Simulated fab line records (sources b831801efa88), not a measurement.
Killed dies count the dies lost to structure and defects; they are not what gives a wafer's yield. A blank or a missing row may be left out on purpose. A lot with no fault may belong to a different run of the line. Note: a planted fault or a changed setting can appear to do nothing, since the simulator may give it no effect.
Which tool did it? / flow sky130 / 30 wafers from 10 lots sampled at 5 of the route's 708 steps

WHAT THE GAUGES SHOWED, per wafer
SKY_VIA1_RS_MEAS_22: measures by four-point-probe. Usual: VIA1_W_RS typically reads 0.427 ohm/sq, with standard deviation 0.0044.
lot=L133; measured=day 33 14:14; on=film-metro-03; VIA1_W_RS (ohm/sq)=0.428 0.423 0.429; flag=
lot=L134; measured=day 34 10:15; on=film-metro-03; VIA1_W_RS (ohm/sq)=0.430 0.429 0.430; flag=
lot=L135; measured=day 34 12:38; on=film-metro-03; VIA1_W_RS (ohm/sq)=0.422 0.432 0.429; flag=
lot=L136; measured=day 35 11:37; on=film-metro-02; VIA1_W_RS (ohm/sq)=0.421 0.427 0.422; flag=
lot=L137; measured=day 35 15:29; on=film-metro-02; VIA1_W_RS (ohm/sq)=0.429 0.431 0.421; flag=
lot=L139; measured=day 36 10:08; on=film-metro-02; VIA1_W_RS (ohm/sq)=0.423 0.418 0.421; flag=
lot=L148; measured=day 38 21:48; on=film-metro-03; VIA1_W_RS (ohm/sq)=0.422 0.609 0.423; flag=OFF
lot=L151; measured=day 39 09:49; on=film-metro-01; VIA1_W_RS (ohm/sq)=0.428 0.430 0.423; flag=
lot=L153; measured=day 40 06:47; on=film-metro-01; VIA1_W_RS (ohm/sq)=0.435 0.433 0.434; flag=
lot=L154; measured=day 40 13:14; on=film-metro-01; VIA1_W_RS (ohm/sq)=0.430 0.434 0.428; flag=

SKY_VIA1_THK_MEAS_23: measures by xrf. Usual: VIA1_W_THK typically reads 273 nm, with standard deviation 3.5.
lot=L133; measured=day 33 14:21; on=film-metro-03; VIA1_W_THK (nm)=273 276 273; flag=
lot=L134; measured=day 34 10:22; on=film-metro-03; VIA1_W_THK (nm)=273 273 271; flag=
lot=L135; measured=day 34 12:45; on=film-metro-03; VIA1_W_THK (nm)=277 271 272; flag=
lot=L136; measured=day 35 11:43; on=film-metro-02; VIA1_W_THK (nm)=278 272 276; flag=
lot=L137; measured=day 35 15:36; on=film-metro-02; VIA1_W_THK (nm)=270 271 277; flag=
lot=L139; measured=day 36 10:15; on=film-metro-02; VIA1_W_THK (nm)=279 280 278; flag=
lot=L148; measured=day 38 21:55; on=film-metro-03; VIA1_W_THK (nm)=275 193 276; flag=OFF
lot=L151; measured=day 39 09:56; on=film-metro-01; VIA1_W_THK (nm)=272 270 275; flag=
lot=L153; measured=day 40 06:53; on=film-metro-01; VIA1_W_THK (nm)=268 268 269; flag=
lot=L154; measured=day 40 13:21; on=film-metro-01; VIA1_W_THK (nm)=268 268 270; flag=

WHAT TOOL EACH LOT RAN ON (gives the tool, then ch and the chambers of the sampled wafers, and finally the start)
lot=L133; SKY_CONTACT_ETCH_18=rie-diel-01 ch 1,2,3, day 33 14:04 or earlier; SKY_VIA1_SPUTTER_20=pvd-sputter-01, day 33 14:04; SKY_VIA1_CVD_21=cvd-w-02 ch 0,1, day 33 14:08
lot=L134; SKY_CONTACT_ETCH_18=rie-diel-04 ch 0,3, day 34 10:00 or earlier; SKY_VIA1_SPUTTER_20=pvd-sputter-02, day 34 10:00; SKY_VIA1_CVD_21=cvd-w-02 ch 0, day 34 10:04
lot=L135; SKY_CONTACT_ETCH_18=rie-diel-03 ch 0,1,2, day 34 12:28 or earlier; SKY_VIA1_SPUTTER_20=pvd-sputter-04, day 34 12:28; SKY_VIA1_CVD_21=cvd-w-01 ch 0,1, day 34 12:32
lot=L136; SKY_CONTACT_ETCH_18=rie-diel-04 ch 0,3, day 35 11:25 or earlier; SKY_VIA1_SPUTTER_20=pvd-sputter-04, day 35 11:25; SKY_VIA1_CVD_21=cvd-w-02 ch 0,1, day 35 11:31
lot=L137; SKY_CONTACT_ETCH_18=rie-diel-01 ch 1,2, day 35 15:19 or earlier; SKY_VIA1_SPUTTER_20=pvd-sputter-02, day 35 15:19; SKY_VIA1_CVD_21=cvd-w-01 ch 0,1, day 35 15:23
lot=L139; SKY_CONTACT_ETCH_18=rie-diel-01 ch 0,2,3, day 36 09:58 or earlier; SKY_VIA1_SPUTTER_20=pvd-sputter-01, day 36 09:58; SKY_VIA1_CVD_21=cvd-w-02 ch 0,1, day 36 10:02
lot=L148; SKY_CONTACT_ETCH_18=rie-diel-04 ch 0,2,3, day 38 21:37 or earlier; SKY_VIA1_SPUTTER_20=pvd-sputter-01, day 38 21:37; SKY_VIA1_CVD_21=cvd-w-01 ch 0,1, day 38 21:41
lot=L151; SKY_CONTACT_ETCH_18=rie-diel-03 ch 1,2,3, day 39 09:40 or earlier; SKY_VIA1_SPUTTER_20=pvd-sputter-02, day 39 09:40; SKY_VIA1_CVD_21=cvd-w-02 ch 0,1, day 39 09:44
lot=L153; SKY_CONTACT_ETCH_18=rie-diel-04 ch 1,3, day 40 06:36 or earlier; SKY_VIA1_SPUTTER_20=pvd-sputter-02, day 40 06:36; SKY_VIA1_CVD_21=cvd-w-02 ch 0,1, day 40 06:41
lot=L154; SKY_CONTACT_ETCH_18=rie-diel-01 ch 0,1,3, day 40 13:04 or earlier; SKY_VIA1_SPUTTER_20=pvd-sputter-04, day 40 13:04; SKY_VIA1_CVD_21=cvd-w-02 ch 0,1, day 40 13:08
- SKY_CONTACT_ETCH_18: etches Si3N4 in CHF3/O2, stops on TiN, time 39 s, target depth 75 nm.
- SKY_VIA1_SPUTTER_20: material TiN, target thk 20 nm, time 80 s.
- SKY_VIA1_CVD_21: deposits W, target thk 270 nm, time 80.902 s.

WHAT THE TOOLS THEMSELVES READ (means of the sampled wafers that have a number; where no wafer has one, the mark that the record gives instead)
SKY_CONTACT_ETCH_18. Usual: drypump-motor-current-A 5.8 A, standard deviation 0.38; oes-product-au 0.856 a.u., standard deviation 0.0075; throttle-valve-pct 8.795 %, standard deviation 0.011.
lot=L133; tool=rie-diel-01; drypump-motor-current-A (A)=6.0; oes-product-au (a.u.)=0.849; throttle-valve-pct (%)=8.797; flag=
lot=L134; tool=rie-diel-04; drypump-motor-current-A (A)=5.8; oes-product-au (a.u.)=0.855; throttle-valve-pct (%)=8.794; flag=
lot=L135; tool=rie-diel-03; drypump-motor-current-A (A)=5.6; oes-product-au (a.u.)=0.847; throttle-valve-pct (%)=8.793; flag=
lot=L136; tool=rie-diel-04; drypump-motor-current-A (A)=5.8; oes-product-au (a.u.)=0.860; throttle-valve-pct (%)=8.784; flag=
lot=L137; tool=rie-diel-01; drypump-motor-current-A (A)=5.9; oes-product-au (a.u.)=0.859; throttle-valve-pct (%)=8.801; flag=
lot=L139; tool=rie-diel-01; drypump-motor-current-A (A)=5.9; oes-product-au (a.u.)=0.859; throttle-valve-pct (%)=8.790; flag=
lot=L148; tool=rie-diel-04; drypump-motor-current-A (A)=5.7; oes-product-au (a.u.)=0.854; throttle-valve-pct (%)=8.798; flag=
lot=L151; tool=rie-diel-03; drypump-motor-current-A (A)=5.9; oes-product-au (a.u.)=0.853; throttle-valve-pct (%)=8.789; flag=
lot=L153; tool=rie-diel-04; drypump-motor-current-A (A)=5.5; oes-product-au (a.u.)=0.860; throttle-valve-pct (%)=8.793; flag=
lot=L154; tool=rie-diel-01; drypump-motor-current-A (A)=6.1; oes-product-au (a.u.)=0.852; throttle-valve-pct (%)=8.806; flag=

SKY_VIA1_SPUTTER_20. Usual: cathode-dc-power-W 4000.0 W, standard deviation 0.76; throttle-valve-pct 29.9 %, standard deviation 1.2.
lot=L133; tool=pvd-sputter-01; cathode-dc-power-W (W)=4000.0; throttle-valve-pct (%)=29.9; flag=
lot=L134; tool=pvd-sputter-02; cathode-dc-power-W (W)=3999.4; throttle-valve-pct (%)=30.2; flag=
lot=L135; tool=pvd-sputter-04; cathode-dc-power-W (W)=4000.8; throttle-valve-pct (%)=29.3; flag=
lot=L136; tool=pvd-sputter-04; cathode-dc-power-W (W)=3999.9; throttle-valve-pct (%)=30.3; flag=
lot=L137; tool=pvd-sputter-02; cathode-dc-power-W (W)=4000.5; throttle-valve-pct (%)=29.2; flag=
lot=L139; tool=pvd-sputter-01; cathode-dc-power-W (W)=3999.7; throttle-valve-pct (%)=29.8; flag=
lot=L148; tool=pvd-sputter-01; cathode-dc-power-W (W)=3999.6; throttle-valve-pct (%)=30.5; flag=
lot=L151; tool=pvd-sputter-02; cathode-dc-power-W (W)=3999.3; throttle-valve-pct (%)=30.8; flag=
lot=L153; tool=pvd-sputter-02; cathode-dc-power-W (W)=3999.7; throttle-valve-pct (%)=30.4; flag=
lot=L154; tool=pvd-sputter-04; cathode-dc-power-W (W)=3999.8; throttle-valve-pct (%)=30.6; flag=

SKY_VIA1_CVD_21. Usual: heater-power-outer-w 494 W, standard deviation 23; heater-power-w 816 W, standard deviation 56.
lot=L133; tool=cvd-w-02; heater-power-outer-w (W)=513; heater-power-w (W)=872; flag=
lot=L134; tool=cvd-w-02; heater-power-outer-w (W)=522; heater-power-w (W)=912; flag=
lot=L135; tool=cvd-w-01; heater-power-outer-w (W)=482; heater-power-w (W)=763; flag=
lot=L136; tool=cvd-w-02; heater-power-outer-w (W)=496; heater-power-w (W)=834; flag=
lot=L137; tool=cvd-w-01; heater-power-outer-w (W)=479; heater-power-w (W)=770; flag=
lot=L139; tool=cvd-w-02; heater-power-outer-w (W)=508; heater-power-w (W)=868; flag=
lot=L148; tool=cvd-w-01; heater-power-outer-w (W)=485; heater-power-w (W)=768; flag=
lot=L151; tool=cvd-w-02; heater-power-outer-w (W)=497; heater-power-w (W)=860; flag=
lot=L153; tool=cvd-w-02; heater-power-outer-w (W)=496; heater-power-w (W)=854; flag=
lot=L154; tool=cvd-w-02; heater-power-outer-w (W)=500; heater-power-w (W)=851; flag=

THE ANSWER, worked out from the rows above alone
Rule: a lot counts as off when the mean over its wafers that have a number is more than 3 standard deviations away from the usual mean. Also off: a lot with no number at a reading for which 4 or more lots have one. The other lots that the step has rows for count as sound. After the gauges, taken in route order, come the tools' own readings; for these a lot's mean is taken, as printed above. At the first step where some lot is off, the reading lying furthest off is the one used; lots without a number count as furthest.
Off: at SKY_VIA1_RS_MEAS_22 (VIA1_W_RS), L148.
If a tool, at a process step before that reading, ran all the lots that are off and no sound lot after the first of them, it fits. Gauges at SKY_VIA1_RS_MEAS_22: tried the same way as those tools. SKY_CONTACT_ETCH_18 gives no start for some lots, so the hours and the order of its lots are those of SKY_VIA1_SPUTTER_20. Can't be told from this: 3 tools fit, pvd-sputter-01 at SKY_VIA1_SPUTTER_20, cvd-w-01 at SKY_VIA1_CVD_21, film-metro-03 at SKY_VIA1_RS_MEAS_22.

WHAT HAD BEEN PUT IN BY THE SIMULATOR
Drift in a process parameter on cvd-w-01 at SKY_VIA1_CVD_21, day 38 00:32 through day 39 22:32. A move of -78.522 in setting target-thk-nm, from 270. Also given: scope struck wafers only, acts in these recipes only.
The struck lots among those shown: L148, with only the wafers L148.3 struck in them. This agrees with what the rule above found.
